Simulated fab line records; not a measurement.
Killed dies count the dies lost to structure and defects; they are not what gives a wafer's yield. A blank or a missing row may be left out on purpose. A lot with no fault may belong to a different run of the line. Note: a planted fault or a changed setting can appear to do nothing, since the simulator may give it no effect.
Which tool is to blame? + flow gf180mcu + 18 wafers from 6 lots sampled at 2 of the route's 602 steps

## WHAT EACH GAUGE READ, for each wafer
GF_MVPSD_TW_MEAS_11.
| lot  | measured     | on            | MVPSD_TW    |
|------|--------------|---------------|-------------|
| L998 | day 5 11:56  | film metro-03 | 552 550 552 |
| L101 | day 6 06:09  | film metro-03 | 556 554 555 |
| L103 | day 6 19:11  | film metro-02 | 549 548 547 |
| L105 | day 7 14:05  | film metro-03 | 549 551 554 |
| L107 | day 7 23:31  | film metro-02 | 430 427 428 |
| L116 | day 10 00:05 | film metro-03 | 557 554 556 |

## WHICH TOOL RAN EACH LOT (tool, then ch and the chambers of the sampled wafers, then the start)
| lot  | GF_MVPSD_IMPLANT_08            |
|------|--------------------------------|
| L998 | implanter-01 ch 0, day 5 11:32 |
| L101 | implanter-03 ch 0, day 6 05:47 |
| L103 | implanter-03 ch 0, day 6 18:47 |
| L105 | implanter-04 ch 0, day 7 13:41 |
| L107 | implanter-03 ch 0, day 7 23:10 |
| L116 | implanter-04 ch 0, day 9 23:42 |
- GF_MVPSD_IMPLANT_08

## THE ANSWER, worked out from the rows above alone
Rule: the usual values come from the lots themselves. Put in order of their means at a reading, lots are off if they are a third of the lots or fewer, leave a main group of 4 or more, and stand apart from it by a gap of 3 or more times the standard deviation of the main group's means; of several such gaps the widest counts. A main group is skipped when, at the precision printed for the reading in the tables above, its means are all equal. A lot without any number at a reading at which 4 lots or more have one is off too. The other lots that the step has rows for count as sound.
Off: L107, at GF_MVPSD_TW_MEAS_11 (MVPSD_TW). The main group: mean 552, standard deviation 2.8.
If a tool, at a process step before that reading, ran all the lots that are off and no sound lot after the first of them, it fits. The gauges at GF_MVPSD_TW_MEAS_11 are tried like those tools. 2 tools fit, implanter-03 at GF_MVPSD_IMPLANT_08 and film metro-02 at GF_MVPSD_TW_MEAS_11, so this cannot tell which one it is.

## WHAT WAS PUT IN BY THE SIMULATOR
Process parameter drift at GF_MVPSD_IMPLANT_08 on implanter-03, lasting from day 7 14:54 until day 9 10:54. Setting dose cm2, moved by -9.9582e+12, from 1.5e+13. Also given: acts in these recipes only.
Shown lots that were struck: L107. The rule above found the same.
